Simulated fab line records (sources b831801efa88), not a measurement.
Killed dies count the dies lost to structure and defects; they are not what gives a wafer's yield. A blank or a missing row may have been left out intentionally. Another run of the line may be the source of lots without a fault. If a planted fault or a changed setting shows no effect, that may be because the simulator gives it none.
A struck lot beside a sound one :: flow sky130 :: 27 steps out of a route of 708
Sound: wafers L983.1, L983.5, L983.6. Struck: wafers L995.2, L995.3, L995.6. At the end, the cause is stated.
Each step with rows lists, per side, the tool, then ch with its chambers, then its first start. Under that, the readings that differ: sound wafers :: struck wafers :: difference of the means :: sigmas: that difference in standard deviations of wafers without a fault.
alike: a reading whose means differ by less than 2 such deviations, as well as words and numbers matching on both sides. not compared: withheld readings; readings where some wafer has no value; bounds like >300 that might hide an equal value; numbers whose values overlap and for which the record gives no deviation.
A row with sigmas, a row that says differs or no value, or rows on one side alone: a step with any of these is where the two part. Numbers that don't overlap but have no deviation are shown without sigmas and don't part them. Lack of a reading on every wafer of one side parts them only where that side has two or more wafers.

first, 10 steps without rows for these wafers: SKY_LOCAL_INTERCONNECT_SOFTBAKE_07 (time 90 s); SKY_LOCAL_INTERCONNECT_EXPOSE_08 (exposes mask LI1M, target cd 170 nm); SKY_LOCAL_INTERCONNECT_PEB_09; SKY_LOCAL_INTERCONNECT_DEVELOP_10 (develop time 60 s); SKY_LOCAL_INTERCONNECT_ETCH_13 (etches BARC in N2/H2, stops on SiO2, time 45.9 s, target depth 60 nm); SKY_LOCAL_INTERCONNECT_METAL_ETCH_14 (etches TiN in Cl2/BCl3, stops on PSG, target depth 110 nm, time 31.4 s); SKY_LOCAL_INTERCONNECT_STRIP_15 (strips in O2/N2); SKY_LOCAL_INTERCONNECT_STRIP_16 (strips in post etch residue remover, time 1200 s); SKY_LOCAL_INTERCONNECT_CLEAN_17 (cleans in IPA, time 180 s); SKY_LOCAL_INTERCONNECT_CLEAN_18 (cleans in O3/DIW).
SKY_CONTACT_CVD_00: deposits Si3N4, target thk 75 nm.
  sound on pecvd-01 ch 0,1,2, day 31 10:46; struck on pecvd-01 ch 0,1, day 34 22:00
  alike: heater power w
SKY_CONTACT_THK_MEAS_01:
  sound on film metro-01, day 31 10:48; struck on film metro-01, day 34 22:43
reading: CONTACT_CVD_00_THK (nm)
sound: 74.3 76.2 75.2
struck: 148.4 147.2 151.5
difference: +73.8
sigmas: +75
then, 12 steps without rows for these wafers: SKY_CONTACT_HDPCVD_02 (deposits SiO2, target thk 565 nm, time 94.2 s); SKY_CONTACT_CMP_04 (polishes SiO2); SKY_CONTACT_DEHYDRATE_06 (time 60 s); SKY_CONTACT_HMDS_07 (prime time 60 s); SKY_CONTACT_COAT_08 (resist thk 60 nm); SKY_CONTACT_COAT_09 (resist thk 450 nm); SKY_CONTACT_SOFTBAKE_10 (time 90 s); SKY_CONTACT_EXPOSE_11 (exposes mask CTM1, target cd 170 nm); SKY_CONTACT_PEB_12; SKY_CONTACT_DEVELOP_13 (develop time 60 s); SKY_CONTACT_ETCH_16 (etches BARC in N2/H2, stops on SiO2, time 45.9 s, target depth 60 nm); SKY_CONTACT_ETCH_17 (etches SiO2 in C4F8/O2/Ar, stops on Si3N4, target depth 340 nm).
SKY_CONTACT_ETCH_18: etches Si3N4 in CHF3/O2, stops on TiN, time 39 s, target depth 75 nm.
  sound on rie diel-03 ch 1,3; struck on rie diel-03 ch 0,1,3
reading: oes product au (a.u.)
sound: 0.854 0.870 0.859
struck: 0.989 0.997 0.980
difference: +0.128
sigmas: +16

reading: throttle valve pct (%)
sound: 8.800 8.790 8.794
struck: 8.836 8.823 8.833
difference: +0.036
sigmas: +4

reading: model.etch.depth nm (nm)
sound: 74.3 76.16 75.18
struck: 96.15 96.48 95.19
difference: +20.73
sigmas: 
  alike: O2_flow_sccm, drypump motor current A
  not compared: rf hours counter h
then, 1 step without rows for these wafers: SKY_CONTACT_STRIP_19 (strips in O2/N2).
-- the record jumps here: 14 days lie between the struck wafers' starts before and after (it left off in module CONTACT and takes up again in module PAD_OPEN, whose first step shown is number 708 of the route) --
SKY_PAD_OPEN_PROBE_99:
  sound on prober-01, day 46 12:53; struck on prober-01, day 49 01:31
reading: killed at contacts
sound: 19 24 24
struck: 430 430 433
difference: +409
sigmas: +70

reading: killed dies
sound: 78 99 84
struck: 492 492 492
difference: +405
sigmas: +41

reading: killed on rim
sound: 16 10 18
struck: 96 96 96
difference: +81
sigmas: +21
  alike: killed_at_M0_to_M3, killed_at_M4_up, killed at front end, killed at other, killed open, killed short

## WHERE THEY PART
Earliest at SKY_CONTACT_THK_MEAS_01; latest, in this record, at SKY_PAD_OPEN_PROBE_99.

WHY: the cause the simulator had injected
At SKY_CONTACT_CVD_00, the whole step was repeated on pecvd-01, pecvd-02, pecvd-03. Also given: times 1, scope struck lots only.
